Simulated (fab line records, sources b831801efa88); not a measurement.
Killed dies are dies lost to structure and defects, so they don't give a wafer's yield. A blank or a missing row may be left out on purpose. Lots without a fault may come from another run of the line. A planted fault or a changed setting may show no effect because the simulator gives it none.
fab line records | flow gf180mcu
record lots=5 wafers=15 last_day=34
route steps=602 shown V4@483 MIM@503
lots that met no fault: from a run of the same line without faults
start_h: hours from the record's first day to the start of the lot's first wafer shown | wait_h: hours since the lot's step before | " the same as in the row above | L1.1+2: a row that stands for several wafers | - no value, or no start given | * or withheld: withheld | < > ~ a bound
route shown NAME@n: a module of which the file shows steps, and the number in the route of the first | usual: mean/standard deviation of fault-free wafers | same: alike in all rows | chamber/n: place in a boat | sites: the reading at each site | _std_site: their standard deviation | _edge_site: outer sites' mean less inner sites' | radius_mm: how far each site lies from the wafer's centre | mask NAME#n: copy n | behind: the tool/chamber that last shaped the wafer | hold: why the lot was held/for how many hours/how that ended | device: the transistor (n, p or np) that didn't switch | end of line: the same wafers' tests at the end of the route | a step without rows: its recipe alone | killed: dies lost to structure and defects at the first sort, not the wafer's yield | map: a wafer's dies, x killed, . not, _ none there
set.NAME: the setting as run; set.NAME@STEP: as run at that earlier step | model.NAME: the simulator's own value behind a step, which no gauge read
lots at some steps of the route; a table a step, a row a wafer
services: from which hour (start_h, from the record's first day; less than 0 if before it) a tool's chamber was out of use, for how many hours, and why
## steps
# step GF_V4_HMDS_07
# recipe prime_time_s=60 prime_temp_c=120
# columns lot.wafer tool chamber start_h wait_h
L087.1+2+6 litho_track-02 0 650.39 0.1
L089.1+5+6 litho_track-01 0 670.22 0.1
L091.1+2+4 litho_track-01 0 684.02 0.1
L095.1+2+4 litho_track-01 0 702.81 0.1
L097.1+4+5 litho_track-04 0 719.67 0.1
# step GF_V4_COAT_08
# recipe resist=BARC temp_c=withheld time_s=withheld spin_rpm=withheld resist_thk_nm=withheld
# columns lot.wafer tool chamber start_h wait_h
L087.1+2+6 litho_track-02 0 650.54 0.1
L089.1+5+6 litho_track-01 0 670.37 0.1
L091.1+2+4 litho_track-01 0 684.17 0.1
L095.1+2+4 litho_track-01 0 702.96 0.1
L097.1+4+5 litho_track-04 0 719.82 0.1
# step GF_V4_COAT_09
# recipe resist=KrF spin_rpm=withheld resist_thk_nm=1000
# columns lot.wafer tool chamber start_h wait_h
L087.1+2+6 litho_track-02 0 - -
L089.1+5+6 litho_track-01 0 - -
L091.1+2+4 litho_track-01 0 - -
L095.1+2+4 litho_track-01 0 - -
L097.1+4+5 litho_track-04 0 - -
# step GF_V4_SOFTBAKE_10
# recipe temp_c=130 time_s=60 resist=KrF
# columns lot.wafer tool chamber start_h wait_h
L087.1+2+6 litho_track-02 0 - -
L089.1+5+6 litho_track-01 0 - -
L091.1+2+4 litho_track-01 0 - -
L095.1+2+4 litho_track-01 0 - -
L097.1+4+5 litho_track-04 0 - -
# step GF_V4_EXPOSE_11
# recipe mask_id=Via4 target_cd_nm=260 na=0.68 source_shape=conventional sigma_outer=0.6 dose_mj=38
# usual exposure_dose_mJ_cm2=38.01/0.036
# columns lot.wafer tool chamber start_h wait_h mask exposure_dose_mJ_cm2
L087.1 krf_scanner-01 0 - - Via4#0 38.03
L087.2 " 0 " " Via4#0 38.04
L087.6 " 0 " " Via4#0 38.03
L089.1 krf_scanner-01 0 - - Via4#0 37.95
L089.5 " 0 " " Via4#0 37.95
L089.6 " 0 " " Via4#0 37.96
L091.1 krf_scanner-01 0 - - Via4#0 37.95
L091.2 " 0 " " Via4#0 38.03
L091.4 " 0 " " Via4#0 38.01
L095.1 krf_scanner-02 0 - - Via4#0 38.07
L095.2 " 0 " " Via4#0 38.01
L095.4 " 0 " " Via4#0 38.00
L097.1 krf_scanner-02 0 - - Via4#0 38.02
L097.4 " 0 " " Via4#0 37.97
L097.5 " 0 " " Via4#0 38.03
# step GF_V4_PEB_12
# recipe peb_temp_c=135 peb_time_s=90 resist=KrF
# columns lot.wafer tool chamber start_h wait_h
L087.1+2+6 litho_track-04 0 - -
L089.1+5+6 litho_track-04 0 - -
L091.1+2+4 litho_track-02 0 - -
L095.1+2+4 litho_track-02 0 - -
L097.1+4+5 litho_track-01 0 - -
# step GF_V4_DEVELOP_13
# recipe develop_time_s=60 resist=KrF dev_temp_c=21
# columns lot.wafer tool chamber start_h wait_h
L087.1+2+6 litho_track-04 0 660.62 0.2
L089.1+5+6 litho_track-04 0 679.72 0.2
L091.1+2+4 litho_track-02 0 693.54 0.2
L095.1+2+4 litho_track-02 0 712.34 0.2
L097.1+4+5 litho_track-01 0 728.66 0.2
# step GF_V4_CD_MEAS_14
# recipe target_cd_nm=260
# usual cd_nm=260.3/1.2
# columns lot.wafer tool chamber start_h wait_h cd_nm
L087.1 cd_sem-01 - 660.77 0.1 259.3
L087.2 " - " " 258.3
L087.6 " - " " 260.4
L089.1 cd_sem-01 - 679.87 0.1 259.3
L089.5 " - " " 259.6
L089.6 " - " " 259.4
L091.1 cd_sem-02 - 693.69 0.1 262.5
L091.2 " - " " 261.3
L091.4 " - " " 262.7
L095.1 cd_sem-01 - 712.49 0.1 260.5
L095.2 " - " " 259.9
L095.4 " - " " 258.7
L097.1 cd_sem-02 - 728.81 0.1 259.9
L097.4 " - " " 260.8
L097.5 " - " " 260.8
# step GF_V4_OVL_MEAS_15
# usual V4_OVL=0/6.3
# columns lot.wafer tool chamber start_h wait_h V4_OVL[nm]
L087.1 overlay-01 - 660.89 0.1 12
L087.2 " - " " 9
L087.6 " - " " 12
L089.1 overlay-01 - 679.99 0.1 9
L089.5 " - " " 7
L089.6 " - " " 6
L091.1 overlay-02 - 693.81 0.1 -2
L091.2 " - " " -2
L091.4 " - " " 1
L095.1 overlay-01 - 712.61 0.1 0
L095.2 " - " " 7
L095.4 " - " " 1
L097.1 overlay-02 - 728.93 0.1 -7
L097.4 " - " " 4
L097.5 " - " " -7
# step GF_V4_ETCH_16
# recipe chemistry=N2/H2 target_depth_a=withheld overetch_a=withheld time_s=withheld target=BARC ion_energy_ev=200 source_w=500 bias_w=100 pressure_mtorr=30 n2_flow_sccm=100 h2_flow_sccm=200
# usual drypump_motor_current_A=5.8/0.5 oes_product_au=0.855/0.0048 throttle_valve_pct=13.225/0.0089
# columns lot.wafer tool chamber start_h wait_h drypump_motor_current_A oes_product_au throttle_valve_pct
L087.1 rie_diel-04 0 660.93 0.0 4.8 0.853 13.212
L087.2 " 2 " " 6.6 0.858 13.239
L087.6 " 1 " " 5.9 0.860 13.222
L089.1 rie_diel-01 3 680.03 0.0 5.6 0.853 13.213
L089.5 " 2 " " 6.0 0.859 13.230
L089.6 " 1 " " 6.2 0.853 13.220
L091.1 rie_diel-01 1 693.85 0.0 6.2 0.851 13.227
L091.2 " 3 " " 5.6 0.854 13.220
L091.4 " 1 " " 6.2 0.852 13.236
L095.1 rie_diel-04 0 712.65 0.0 4.8 0.851 13.224
L095.2 " 1 " " 5.9 0.855 13.219
L095.4 " 1 " " 5.9 0.862 13.217
L097.1 rie_diel-01 1 728.97 0.0 6.2 0.858 13.231
L097.4 " 2 " " 6.0 0.848 13.208
L097.5 " 3 " " 5.6 0.848 13.217
# step GF_V4_ETCH_17
# recipe chemistry=C4F8/O2/Ar mask_material=KrF target=SiO2 stop_on=TiN source_w=1500 bias_w=1200 pressure_mtorr=40 c4f8_flow_sccm=withheld O2_flow_sccm=6 Ar_flow_sccm=300 time_s=withheld target_depth_a=6300
# usual oes_product_au=0.856/0.0048
# columns lot.wafer tool chamber start_h wait_h oes_product_au
L087.1 rie_diel-04 0 - - 0.854
L087.2 " 2 " " 0.858
L087.6 " 1 " " 0.850
L089.1 rie_diel-01 3 - - 0.859
L089.5 " 2 " " 0.858
L089.6 " 1 " " 0.860
L091.1 rie_diel-01 1 - - 0.857
L091.2 " 3 " " 0.867
L091.4 " 1 " " 0.862
L095.1 rie_diel-04 0 - - 0.862
L095.2 " 1 " " 0.843
L095.4 " 1 " " 0.851
L097.1 rie_diel-01 1 - - 0.854
L097.4 " 2 " " 0.852
L097.5 " 3 " " 0.857
# step GF_V4_STRIP_18
# recipe chemistry=O2/N2 power_w=1400 pressure_mtorr=1500 platen_temp_c=250 o2_flow_sccm=3000 n2_flow_sccm=300 overash_fraction=0.5
# usual drypump_motor_current_A=5.7/0.65 heater_power_w=325/27 oes_product_au=0.593/0.0048
# columns lot.wafer tool chamber start_h wait_h drypump_motor_current_A heater_power_w oes_product_au rf_hours_counter_h
L087.1 plasma_asher-01 0 661.06 - 5.6 328 0.591 92
L087.2 " 1 " " 6.3 279 0.596 92
L087.6 " 1 " " 6.3 282 0.606 -
L089.1 plasma_asher-04 1 680.16 - 6.2 349 0.598 25
L089.5 " 0 " " 5.2 321 0.582 -
L089.6 " 1 " " 6.2 344 0.596 -
L091.1 plasma_asher-03 1 693.98 - 6.5 315 0.594 62
L091.2 " 0 " " 4.7 366 0.594 62
L091.4 " 0 " " 4.8 362 0.592 -
L095.1 plasma_asher-03 0 712.78 - 4.7 364 0.594 64
L095.2 " 1 " " 6.5 305 0.592 64
L095.4 " 0 " " 4.8 369 0.591 -
L097.1 plasma_asher-04 1 729.10 - 6.2 347 0.591 30
L097.4 " 1 " " 6.2 338 0.591 -
L097.5 " 0 " " 5.2 311 0.580 -
# step GF_V4_STRIP_19
# recipe chemistry=post_etch_residue_remover time_s=1200 temp_c=72.5
# usual bath_heat_duty_pct=14.5/1.7
# columns lot.wafer tool chamber start_h wait_h bath_heat_duty_pct
L087.1 wet_bench-03 2 661.16 0.1 14.0
L087.2 " 2 " " 13.2
L087.6 " 2 " " 15.9
L089.1 wet_bench-03 3 680.26 0.1 16.3
L089.5 " 3 " " 17.1
L089.6 " 3 " " 17.4
L091.1 wet_bench-04 0 694.08 0.1 14.9
L091.2 " 0 " " 13.7
L091.4 " 0 " " 13.8
L095.1 wet_bench-04 1 712.88 0.1 13.8
L095.2 " 1 " " 14.5
L095.4 " 1 " " 15.8
L097.1 wet_bench-04 1 729.20 0.1 15.6
L097.4 " 1 " " 15.0
L097.5 " 1 " " 17.3
# step GF_V4_CLEAN_20
# recipe chemistry=DIW dry=n2_spin
# columns lot.wafer tool chamber start_h wait_h
L087.1+2+6 wet_bench-02 0 661.50 0.0
L089.1+5+6 wet_bench-04 3 680.60 0.0
L091.1+2+4 wet_bench-03 3 694.42 0.0
L095.1+2+4 wet_bench-03 0 713.25 0.0
L097.1+4+5 wet_bench-03 0 729.57 0.0
# step GF_V4_SPUTTER_21
# recipe material=Ti target_thk_nm=15 chamber_pressure_pa=5 power_w=2500 substrate_temp_c=200 time_s=80.02
# usual throttle_valve_pct=29.6/0.99
# columns lot.wafer tool chamber start_h wait_h throttle_valve_pct
L087.1 pvd_sputter-01 - 661.59 0.0 30.1
L087.2 " - " " 30.6
L087.6 " - " " 30.2
L089.1 pvd_sputter-03 - 680.69 0.0 30.6
L089.5 " - " " 30.7
L089.6 " - " " 28.5
L091.1 pvd_sputter-01 - 694.51 0.0 28.8
L091.2 " - " " 30.3
L091.4 " - " " 27.9
L095.1 pvd_sputter-01 - 713.34 0.0 30.1
L095.2 " - " " 29.0
L095.4 " - " " 29.9
L097.1 pvd_sputter-03 - 729.66 0.0 29.7
L097.4 " - " " 31.5
L097.5 " - " " 31.0
# step GF_V4_SPUTTER_22
# recipe material=TiN target_thk_nm=10 chamber_pressure_pa=5 power_w=4000 time_s=40
# usual throttle_valve_pct=29.6/1
# columns lot.wafer tool chamber start_h wait_h throttle_valve_pct
L087.1 pvd_sputter-01 - 661.65 0.0 30.3
L087.2 " - " " 30.3
L087.6 " - " " 30.2
L089.1 pvd_sputter-03 - 680.75 0.0 30.5
L089.5 " - " " 30.7
L089.6 " - " " 28.8
L091.1 pvd_sputter-01 - 694.57 0.0 29.0
L091.2 " - " " 30.2
L091.4 " - " " 27.8
L095.1 pvd_sputter-01 - 713.40 0.0 30.1
L095.2 " - " " 29.0
L095.4 " - " " 30.0
L097.1 pvd_sputter-03 - 729.72 0.0 29.9
L097.4 " - " " 31.3
L097.5 " - " " 31.0
# step GF_V4_CVD_23
# recipe material=W target_thk_nm=350 time_s=104.9 temp_c=400 pressure_torr=40
# usual heater_power_outer_w=563/38 heater_power_w=889/44
# columns lot.wafer tool chamber start_h wait_h heater_power_outer_w heater_power_w since_wet_clean_h
L087.1 cvd_w-01 1 661.69 0.0 543 826 258
L087.2 " 0 " " 615 946 258
L087.6 " 0 " " 623 953 -
L089.1 cvd_w-01 0 680.79 0.0 609 939 277
L089.5 " 1 " " 533 811 -
L089.6 " 0 " " 626 935 -
L091.1 cvd_w-01 1 694.61 0.0 545 835 291
L091.2 " 0 " " 614 948 291
L091.4 " 1 " " 521 829 -
L095.1 cvd_w-02 0 713.44 0.0 569 889 809
L095.2 " 1 " " 539 911 809
L095.4 " 0 " " 587 886 -
L097.1 cvd_w-01 0 729.76 0.0 622 952 326
L097.4 " 0 " " 613 930 -
L097.5 " 1 " " 535 833 -
# step GF_V4_RS_MEAS_24
# recipe thk_meas_gauge=four-point-probe reads=W_of_V4_CVD_23+TiN_of_V4_SPUTTER_22+Ti_of_V4_SPUTTER_21
# usual V4_W_RS=0.327/0.0031
# columns lot.wafer tool chamber start_h wait_h V4_W_RS[ohm/sq]
L087.1 film_metro-04 - 661.80 0.1 0.328
L087.2 " - " " 0.329
L087.6 " - " " 0.326
L089.1 film_metro-03 - 680.90 0.1 0.322
L089.5 " - " " 0.330
L089.6 " - " " 0.332
L091.1 film_metro-03 - 694.73 0.1 0.331
L091.2 " - " " 0.327
L091.4 " - " " 0.324
L095.1 film_metro-03 - 713.60 0.1 0.322
L095.2 " - " " 0.327
L095.4 " - " " 0.322
L097.1 film_metro-03 - 729.88 0.1 0.331
L097.4 " - " " 0.329
L097.5 " - " " 0.328
# step GF_V4_THK_MEAS_25
# recipe thk_meas_gauge=xrf reads=W_of_V4_CVD_23
# usual V4_W_THK=346/3.8
# columns lot.wafer tool chamber start_h wait_h V4_W_THK[nm]
L087.1 film_metro-04 - 661.92 0.1 343
L087.2 " - " " 341
L087.6 " - " " 348
L089.1 film_metro-03 - 681.02 0.1 350
L089.5 " - " " 343
L089.6 " - " " 342
L091.1 film_metro-03 - 694.85 0.1 342
L091.2 " - " " 346
L091.4 " - " " 348
L095.1 film_metro-03 - 713.72 0.1 354
L095.2 " - " " 348
L095.4 " - " " 355
L097.1 film_metro-03 - 730.00 0.1 340
L097.4 " - " " 344
L097.5 " - " " 344
# step GF_V4_CMP_26
# recipe stop_on=SiO2 down_force_psi=3.5 platen_rpm=60 t_overpolish_s=15 target_thk_nm=0 pad_velocity_m_s=0.94248
# usual motor_current_A=11.1/0.93 overpolish_run_s=15.000/0.0087 time_to_endpoint_s=83/3.4
# columns lot.wafer tool chamber start_h wait_h motor_current_A overpolish_run_s time_to_endpoint_s
L087.2 cmp-01 1 661.98 0.0 12.2 15.009 79
L087.1 " 0 " " 9.8 14.995 87
L087.6 " 2 " " 9.2 14.991 88
L089.1 cmp-02 2 681.23 0.2 11.9 14.992 86
L089.6 " 3 " " 11.9 14.998 80
L089.5 " 0 " " 11.7 14.999 80
L091.1 cmp-01 2 694.97 0.1 9.9 15.013 84
L091.2 " 3 " " 11.0 15.005 84
L091.4 " 0 " " 9.5 15.001 83
L095.1 cmp-02 1 713.83 0.1 11.9 14.981 81
L095.4 " 2 " " 11.9 15.001 84
L095.2 " 3 " " 11.0 14.993 80
L097.1 cmp-01 3 730.11 0.1 10.9 14.994 86
L097.4 " 1 " " 11.1 14.999 81
L097.5 " 3 " " 11.6 14.999 88
# step GF_MIM_SPUTTER_00
# recipe material=Ti target_thk_nm=37.5 arriving_ion_energy_ev=80 substrate_temp_c=200 chamber_pressure_pa=2 power_w=4000 time_s=150
# usual throttle_valve_pct=30.2/1.3
# columns lot.wafer tool chamber start_h wait_h throttle_valve_pct
L087.1 pvd_sputter-01 - 662.28 0.1 27.9
L087.2 " - " " 29.8
L087.6 " - " " 27.7
L089.1 pvd_sputter-02 - 681.38 0.1 31.7
L089.5 " - " " 31.9
L089.6 " - " " 29.7
L091.1 pvd_sputter-02 - 695.22 0.2 31.6
L091.2 " - " " 29.8
L091.4 " - " " 32.2
L095.1 pvd_sputter-02 - 714.08 0.2 31.8
L095.2 " - " " 31.4
L095.4 " - " " 30.4
L097.1 pvd_sputter-01 - 730.36 0.2 30.0
L097.4 " - " " 28.6
L097.5 " - " " 28.8
# step GF_MIM_SPUTTER_01
# recipe material=TiN target_thk_nm=30 power_w=6500 time_s=25 chamber_pressure_pa=0.4
# usual throttle_valve_pct=30.2/1.2
# columns lot.wafer tool chamber start_h wait_h throttle_valve_pct
L087.1 pvd_sputter-01 - 662.38 0.1 27.9
L087.2 " - " " 30.1
L087.6 " - " " 27.7
L089.1 pvd_sputter-02 - 681.48 0.1 31.6
L089.5 " - " " 31.7
L089.6 " - " " 30.0
L091.1 pvd_sputter-02 - 695.32 0.1 31.8
L091.2 " - " " 29.9
L091.4 " - " " 31.9
L095.1 pvd_sputter-02 - 714.18 0.1 31.9
L095.2 " - " " 31.1
L095.4 " - " " 29.9
L097.1 pvd_sputter-01 - 730.46 0.1 30.1
L097.4 " - " " 28.9
L097.5 " - " " 29.1
# step GF_MIM_SPUTTER_02
# recipe material=AlCu target_thk_nm=450 power_w=10600 time_s=23.9 chamber_pressure_pa=0.4
# usual throttle_valve_pct=30.2/1.3
# columns lot.wafer tool chamber start_h wait_h throttle_valve_pct
L087.1 pvd_sputter-01 - 662.41 0.0 28.1
L087.2 " - " " 29.9
L087.6 " - " " 27.9
L089.1 pvd_sputter-02 - 681.51 0.0 32.0
L089.5 " - " " 31.7
L089.6 " - " " 29.9
L091.1 pvd_sputter-02 - 695.36 0.0 31.5
L091.2 " - " " 30.0
L091.4 " - " " 32.0
L095.1 pvd_sputter-02 - 714.21 0.0 32.1
L095.2 " - " " 31.3
L095.4 " - " " 29.7
L097.1 pvd_sputter-01 - 730.49 0.0 30.5
L097.4 " - " " 28.9
L097.5 " - " " 28.8
# step GF_MIM_SPUTTER_03
# recipe material=Ti target_thk_nm=10 substrate_temp_c=300 chamber_pressure_pa=0.3 power_w=3000 time_s=6.7
# usual throttle_valve_pct=30.2/1.2
# columns lot.wafer tool chamber start_h wait_h throttle_valve_pct
L087.1 pvd_sputter-01 - 662.44 0.0 28.1
L087.2 " - " " 30.2
L087.6 " - " " 28.0
L089.1 pvd_sputter-02 - 681.54 0.0 31.2
L089.5 " - " " 31.8
L089.6 " - " " 29.8
L091.1 pvd_sputter-02 - 695.39 0.0 31.7
L091.2 " - " " 29.9
L091.4 " - " " 31.9
L095.1 pvd_sputter-02 - 714.24 0.0 32.0
L095.2 " - " " 31.4
L095.4 " - " " 29.9
L097.1 pvd_sputter-01 - 730.52 0.0 30.5
L097.4 " - " " 29.1
L097.5 " - " " 29.0
# step GF_MIM_SPUTTER_04
# recipe material=TiN target_thk_nm=50 power_w=6500 time_s=41.7 chamber_pressure_pa=0.4
# usual throttle_valve_pct=30.2/1.2
# columns lot.wafer tool chamber start_h wait_h throttle_valve_pct
L087.1 pvd_sputter-01 - 662.46 0.0 27.6
L087.2 " - " " 29.9
L087.6 " - " " 28.1
L089.1 pvd_sputter-02 - 681.56 0.0 31.5
L089.5 " - " " 31.6
L089.6 " - " " 30.1
L091.1 pvd_sputter-02 - 695.41 0.0 31.8
L091.2 " - " " 30.0
L091.4 " - " " 32.2
L095.1 pvd_sputter-02 - 714.26 0.0 32.2
L095.2 " - " " 31.3
L095.4 " - " " 29.8
L097.1 pvd_sputter-01 - 730.54 0.0 30.4
L097.4 " - " " 29.0
L097.5 " - " " 29.0
# step GF_MIM_CVD_05
# recipe material=Si3N4 target_thk_nm=42 temp_max_c=400 temp_c=385 time_s=29.086 rf_w=450
# usual heater_power_outer_w=352/86 heater_power_w=596/110
# columns lot.wafer tool chamber start_h wait_h heater_power_outer_w heater_power_w since_wet_clean_h
L087.1 pecvd-03 2 662.50 0.0 557 848 280
L087.2 " 0 " " 230 442 280
L087.6 " 2 " " 574 856 -
L089.1 pecvd-04 2 681.60 0.0 475 771 507
L089.5 " 0 " " 366 632 -
L089.6 " 2 " " 463 759 -
L091.1 pecvd-04 1 695.45 0.0 244 443 521
L091.2 " 0 " " 387 634 521
L091.4 " 0 " " 393 641 -
L095.1 pecvd-03 0 714.30 0.0 238 441 331
L095.2 " 2 " " 452 733 331
L095.4 " 2 " " 454 734 -
L097.1 pecvd-02 2 730.58 0.0 310 521 125
L097.4 " 2 " " 304 518 -
L097.5 " 0 " " 299 556 -
# step GF_MIM_THK_MEAS_06
# recipe reads=Si3N4_of_MIM_CVD_05
# usual MIM_CVD_05_THK=42.0/0.56
# columns lot.wafer tool chamber start_h wait_h MIM_CVD_05_THK[nm]
L087.1 film_metro-02 - 662.54 0.0 41.6
L087.2 " - " " 41.6
L087.6 " - " " 42.4
L089.1 film_metro-02 - 681.64 0.0 41.4
L089.5 " - " " 42.3
L089.6 " - " " 42.2
L091.1 film_metro-02 - 695.48 0.0 41.8
L091.2 " - " " 42.1
L091.4 " - " " 42.6
L095.1 film_metro-02 - 714.33 0.0 40.9
L095.2 " - " " 41.5
L095.4 " - " " 41.5
L097.1 film_metro-02 - 730.61 0.0 41.7
L097.4 " - " " 42.0
L097.5 " - " " 42.6
# step GF_MIM_SPUTTER_07
# recipe material=TiN target_thk_nm=60 power_w=6500 time_s=50 chamber_pressure_pa=0.4
# usual throttle_valve_pct=29.9/1.1
# columns lot.wafer tool chamber start_h wait_h throttle_valve_pct
L087.1 pvd_sputter-02 - 662.60 0.1 31.2
L087.2 " - " " 31.8
L087.6 " - " " 29.8
L089.1 pvd_sputter-04 - 681.70 0.1 29.9
L089.5 " - " " 28.5
L089.6 " - " " 30.7
L091.1 pvd_sputter-01 - 695.54 0.1 27.9
L091.2 " - " " 29.9
L091.4 " - " " 30.3
L095.1 pvd_sputter-04 - 714.39 0.1 31.0
L095.2 " - " " 29.9
L095.4 " - " " 28.6
L097.1 pvd_sputter-04 - 730.67 0.1 29.7
L097.4 " - " " 30.6
L097.5 " - " " 29.9
# step GF_MIM_SPUTTER_08
# recipe material=AlCu target_thk_nm=200 power_w=10600 time_s=10.6 chamber_pressure_pa=0.4
# usual throttle_valve_pct=29.9/1
# columns lot.wafer tool chamber start_h wait_h throttle_valve_pct
L087.1 pvd_sputter-02 - 662.64 0.0 31.1
L087.2 " - " " 32.0
L087.6 " - " " 29.9
L089.1 pvd_sputter-04 - 681.74 0.0 29.9
L089.5 " - " " 28.8
L089.6 " - " " 30.9
L091.1 pvd_sputter-01 - 695.58 0.0 27.8
L091.2 " - " " 30.1
L091.4 " - " " 30.4
L095.1 pvd_sputter-04 - 714.43 0.0 30.7
L095.2 " - " " 30.2
L095.4 " - " " 28.8
L097.1 pvd_sputter-04 - 730.71 0.0 29.8
L097.4 " - " " 30.8
L097.5 " - " " 30.1
# step GF_MIM_SPUTTER_09
# recipe material=TiN target_thk_nm=35 power_w=6500 time_s=29.2 chamber_pressure_pa=0.4
# usual throttle_valve_pct=29.9/1.1
# columns lot.wafer tool chamber start_h wait_h throttle_valve_pct
L087.1 pvd_sputter-02 - 662.66 0.0 31.6
L087.2 " - " " 32.1
L087.6 " - " " 29.9
L089.1 pvd_sputter-04 - 681.76 0.0 30.0
L089.5 " - " " 28.6
L089.6 " - " " 30.8
L091.1 pvd_sputter-01 - 695.61 0.0 27.9
L091.2 " - " " 29.8
L091.4 " - " " 30.5
L095.1 pvd_sputter-04 - 714.46 0.0 30.6
L095.2 " - " " 29.9
L095.4 " - " " 28.7
L097.1 pvd_sputter-04 - 730.74 0.0 30.0
L097.4 " - " " 30.7
L097.5 " - " " 29.8
# step GF_MIM_RS_MEAS_10
# recipe thk_meas_gauge=four-point-probe reads=TiN_of_MIM_SPUTTER_09+AlCu_of_MIM_SPUTTER_08+TiN_of_MIM_SPUTTER_07
# usual MIM_ALCU_RS=0.1592/0.002
# columns lot.wafer tool chamber start_h wait_h MIM_ALCU_RS[ohm/sq]
L087.1 film_metro-03 - 662.70 0.0 0.1582
L087.2 " - " " 0.1612
L087.6 " - " " 0.1588
L089.1 film_metro-03 - 681.80 0.0 0.1625
L089.5 " - " " 0.1593
L089.6 " - " " 0.1576
L091.1 film_metro-03 - 695.64 0.0 0.1564
L091.2 " - " " 0.1598
L091.4 " - " " 0.1603
L095.1 film_metro-03 - 714.49 0.0 0.1610
L095.2 " - " " 0.1609
L095.4 " - " " 0.1609
L097.1 film_metro-02 - 730.77 0.0 0.1612
L097.4 " - " " 0.1587
L097.5 " - " " 0.1581
# step GF_MIM_THK_MEAS_11
# recipe thk_meas_gauge=xrf reads=AlCu_of_MIM_SPUTTER_08
# usual MIM_ALCU_THK=200.6/2.5
# columns lot.wafer tool chamber start_h wait_h MIM_ALCU_THK[nm]
L087.1 film_metro-03 - 662.82 0.1 200.8
L087.2 " - " " 198.1
L087.6 " - " " 202.6
L089.1 film_metro-03 - 681.92 0.1 195.8
L089.5 " - " " 199.4
L089.6 " - " " 201.4
L091.1 film_metro-03 - 695.76 0.1 203.5
L091.2 " - " " 198.9
L091.4 " - " " 199.5
L095.1 film_metro-03 - 714.61 0.1 198.7
L095.2 " - " " 198.2
L095.4 " - " " 198.9
L097.1 film_metro-02 - 730.89 0.1 197.9
L097.4 " - " " 201.1
L097.5 " - " " 202.6
# step GF_MIM_DEHYDRATE_12
# recipe temp_c=200 time_s=60
# columns lot.wafer tool chamber start_h wait_h
L087.1+2+6 litho_track-03 0 671.80 9.0
L089.1+5+6 litho_track-03 0 690.55 8.6
L091.1+2+4 litho_track-04 0 705.02 9.3
L095.1+2+4 litho_track-04 0 722.92 8.3
L097.1+4+5 litho_track-01 0 738.36 7.5
# step GF_MIM_HMDS_13
# recipe prime_time_s=60 prime_temp_c=120
# columns lot.wafer tool chamber start_h wait_h
L087.1+2+6 litho_track-03 0 671.95 0.1
L089.1+5+6 litho_track-03 0 690.70 0.1
L091.1+2+4 litho_track-04 0 705.17 0.1
L095.1+2+4 litho_track-04 0 723.07 0.1
L097.1+4+5 litho_track-01 0 738.51 0.1
# step GF_MIM_COAT_14
# recipe resist=NOVOLAK spin_rpm=3000 resist_thk_nm=1000
# columns lot.wafer tool chamber start_h wait_h
L087.1+2+6 litho_track-03 0 672.10 0.1
L089.1+5+6 litho_track-03 0 690.85 0.1
L091.1+2+4 litho_track-04 0 705.32 0.1
L095.1+2+4 litho_track-04 0 723.22 0.1
L097.1+4+5 litho_track-01 0 738.66 0.1
# step GF_MIM_SOFTBAKE_15
# recipe temp_c=90 time_s=60 resist=NOVOLAK
# columns lot.wafer tool chamber start_h wait_h
L087.1+2+6 litho_track-03 0 672.25 0.1
L089.1+5+6 litho_track-03 0 691.00 0.1
L091.1+2+4 litho_track-04 0 705.47 0.1
L095.1+2+4 litho_track-04 0 723.37 0.1
L097.1+4+5 litho_track-01 0 738.81 0.1
# step GF_MIM_EXPOSE_16
# recipe mask_id=FuseTop target_cd_nm=2000 na=0.6 source_shape=conventional sigma_outer=0.6 dose_mj=140
# usual exposure_dose_mJ_cm2=139.98/0.16
# columns lot.wafer tool chamber start_h wait_h mask exposure_dose_mJ_cm2
L087.1 iline_stepper-01 0 - - FuseTop#0 139.75
L087.2 " 0 " " FuseTop#0 140.05
L087.6 " 0 " " FuseTop#0 139.93
L089.1 iline_stepper-02 0 - - FuseTop#0 140.01
L089.5 " 0 " " FuseTop#0 139.86
L089.6 " 0 " " FuseTop#0 139.77
L091.1 iline_stepper-02 0 - - FuseTop#0 139.94
L091.2 " 0 " " FuseTop#0 140.18
L091.4 " 0 " " FuseTop#0 140.17
L095.1 iline_stepper-01 0 - - FuseTop#0 139.66
L095.2 " 0 " " FuseTop#0 140.18
L095.4 " 0 " " FuseTop#0 140.24
L097.1 iline_stepper-01 0 - - FuseTop#0 140.04
L097.4 " 0 " " FuseTop#0 139.95
L097.5 " 0 " " FuseTop#0 139.92
# step GF_MIM_PEB_17
# recipe temp_c=withheld time_s=* resist=NOVOLAK
# columns lot.wafer tool chamber start_h wait_h
L087.1+2+6 litho_track-01 0 - -
L089.1+5+6 litho_track-03 0 - -
L091.1+2+4 litho_track-03 0 - -
L095.1+2+4 litho_track-03 0 - -
L097.1+4+5 litho_track-03 0 - -
# step GF_MIM_DEVELOP_18
# recipe develop_time_s=60 dev_temp_c=23
# columns lot.wafer tool chamber start_h wait_h
L087.1+2+6 litho_track-01 0 681.77 0.1
L089.1+5+6 litho_track-03 0 700.05 0.1
L091.1+2+4 litho_track-03 0 713.95 0.1
L095.1+2+4 litho_track-03 0 731.85 0.1
L097.1+4+5 litho_track-03 0 747.30 0.1
## services
# columns tool chamber start_h hours kind
rie_diel-01 0 628.08 4.1 repair
pecvd-04 1 630.68 23.1 repair
krf_scanner-02 - 635.17 1.3 pm
cmp-01 - 640.01 6.2 pm
pvd_sputter-03 - 640.49 2.9 repair
cvd_w-01 - 644.06 0.3 repair
cvd_w-01 - 646.93 2.4 repair
krf_scanner-02 - 649.59 2.6 repair
krf_scanner-01 - 657.37 1.0 pm
wet_bench-04 - 658.06 1.8 repair
krf_scanner-01 - 658.37 0.8 pm
cmp-01 - 662.70 1.3 repair
pvd_sputter-03 - 672.31 1.2 repair
krf_scanner-01 - 677.90 0.9 repair
krf_scanner-01 - 679.91 1.3 pm
rie_diel-04 0 692.76 4.3 repair
rie_diel-04 - 706.75 2.0 repair
krf_scanner-01 - 712.95 4.0 pm
cmp-01 - 714.71 3.7 repair
cmp-01 - 731.81 0.6 repair
rie_diel-01 - 732.65 15.6 pm
pvd_sputter-01 - 735.16 1.3 repair
pvd_sputter-04 - 742.29 3.3 repair
cmp-01 - 744.31 4.0 pm
## key
fault none
